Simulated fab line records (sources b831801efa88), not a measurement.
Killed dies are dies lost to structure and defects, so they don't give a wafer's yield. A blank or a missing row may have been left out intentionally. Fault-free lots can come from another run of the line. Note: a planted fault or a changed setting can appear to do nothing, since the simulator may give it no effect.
A lot that was struck, set against a sound lot	flow sky130	34 out of 708 route steps
Sound: these wafers, L840.3, L840.4, L840.6. The struck wafers were L826.3, L826.4, L826.6. The cause comes at the end.
Per side, at each step with rows, come the tool, then ch with its chambers, and then its first start. Under that, the readings that differ: sound wafers	struck wafers	difference of the means	sigmas: that difference in standard deviations of wafers without a fault.
alike: words and numbers the same on both sides, and readings whose means are apart by under 2 such deviations; not compared: readings that were withheld, readings missing a value for some wafer, numbers with overlapping values and no deviation given by the record, and bounds like >300 which may hide the same value.
A row with sigmas, a row that says differs or no value, or rows on one side alone: a step with any of these is where the two part. When numbers do not overlap yet have no deviation, they are printed without sigmas and do not part them. A reading missing from all wafers of one side parts the sides only when that side holds two or more wafers.

first, 9 steps without rows for these wafers: SKY_METAL1_DEHYDRATE_07 (time 60 s); SKY_METAL1_HMDS_08 (prime time 60 s); SKY_METAL1_COAT_09 (resist thk 60 nm); SKY_METAL1_COAT_10 (resist thk 450 nm); SKY_METAL1_SOFTBAKE_11 (time 90 s); SKY_METAL1_EXPOSE_12 (exposes mask MM1, target cd 140 nm); SKY_METAL1_PEB_13; SKY_METAL1_DEVELOP_14 (develop time 60 s); SKY_METAL1_DESCUM_17 (chemistry O2, time 8 s).
SKY_METAL1_ETCH_18: etches BARC in N2/H2, stops on SiO2, time 45.9 s, target depth 60 nm.
  sound on rie-metal-02 ch 0,1, day 39 09:51; struck on rie-metal-01 ch 0,1, day 35 11:15
  alike: drypump-motor-current-A, oes-product-au, throttle-valve-pct
  not compared: rf-hours-counter-h
then, 23 steps without rows for these wafers: SKY_METAL1_METAL_ETCH_19 (etches the open film in Cl2/BCl3, stops on SiO2, target depth 360 nm, time 78 s); SKY_METAL1_STRIP_20 (strips in O2/N2); SKY_METAL1_STRIP_21 (strips in post etch residue remover, time 1200 s); SKY_METAL1_CLEAN_22 (cleans in IPA, time 180 s); SKY_METAL1_CLEAN_23 (cleans in O3/DIW); SKY_VIA1_HDPCVD_00 (deposits SiO2, target thk 1030 nm, time 171.7 s); SKY_VIA1_CMP_02 (polishes SiO2); SKY_VIA1_DEHYDRATE_04 (time 60 s); SKY_VIA1_HMDS_05 (prime time 60 s); SKY_VIA1_COAT_06 (resist thk 60 nm); SKY_VIA1_COAT_07 (resist thk 450 nm); SKY_VIA1_SOFTBAKE_08 (time 90 s); SKY_VIA1_EXPOSE_09 (exposes mask VIM, target cd 150 nm); SKY_VIA1_PEB_10; SKY_VIA1_DEVELOP_11 (develop time 60 s); SKY_VIA1_ETCH_14 (etches BARC in N2/H2, stops on SiO2, time 45.9 s, target depth 60 nm); SKY_VIA1_ETCH_15 (etches SiO2 in C4F8/O2/Ar, stops on TiN, target depth 351 nm, time 54 s); SKY_VIA1_STRIP_16 (strips in O2/N2); SKY_VIA1_STRIP_17 (strips in post etch residue remover, time 1200 s); SKY_VIA1_CLEAN_18 (cleans in IPA, time 180 s); SKY_VIA1_CLEAN_19 (cleans in O3/DIW); SKY_VIA1_SPUTTER_20 (material TiN, target thk 20 nm, time 80 s); SKY_VIA1_CVD_21 (deposits W, target thk 270 nm, time 80.902 s).
-- the record jumps here: 12 days lie between the struck wafers' starts before and after (it left off in module VIA1 and takes up again in module PAD_OPEN, whose first step shown is number 708 of the route) --
SKY_PAD_OPEN_PROBE_99:
  struck on prober-01, day 47 19:52; sound on prober-01, day 50 14:37
reading	sound	struck	difference	sigmas
defect-limited-yield (%)	81.9 83.5 83.1	70.5 70.3 74.2	-11.2	-6
killed_at_M0_to_M3	39 45 37	92 94 86	+50	+7
killed-dies	89 81 83	145 146 127	+55	+6
sort_bin_3_pad_short (%)	1.2 1.0 0.8	3.0 3.5 3.5	+2.3	+5
sort_bin_5_function (%)	9.8 10.2 10.4	18.1 19.3 17.5	+8.2	+6
sort-n-pass	403 411 409	347 346 365	-55	-6
sort-yield-pct (%)	81.9 83.5 83.1	70.5 70.3 74.2	-11.2	-6
model.etest.tester.sort-n-pass	403 411 409	347 346 365	-55	
model.etest.tester.sort-yield-pct (%)	81.91 83.54 83.13	70.53 70.33 74.19	-11.18	
model.etest.tester.sort_bin_5_pct (%)	9.756 10.16 10.37	18.09 19.31 17.48	+8.20	
model.etest.tester.sort_bin_3_pct (%)	1.22 1.016 0.813	3.049 3.455 3.455	+2.303	
  alike: killed_at_M4_up, killed-at-contacts, killed-at-front-end, killed-at-other, killed-open, killed-short, sort_bin_6_memory

WHERE THEY PART
Only at SKY_PAD_OPEN_PROBE_99, within this record.

WHY: whatever the simulator had introduced
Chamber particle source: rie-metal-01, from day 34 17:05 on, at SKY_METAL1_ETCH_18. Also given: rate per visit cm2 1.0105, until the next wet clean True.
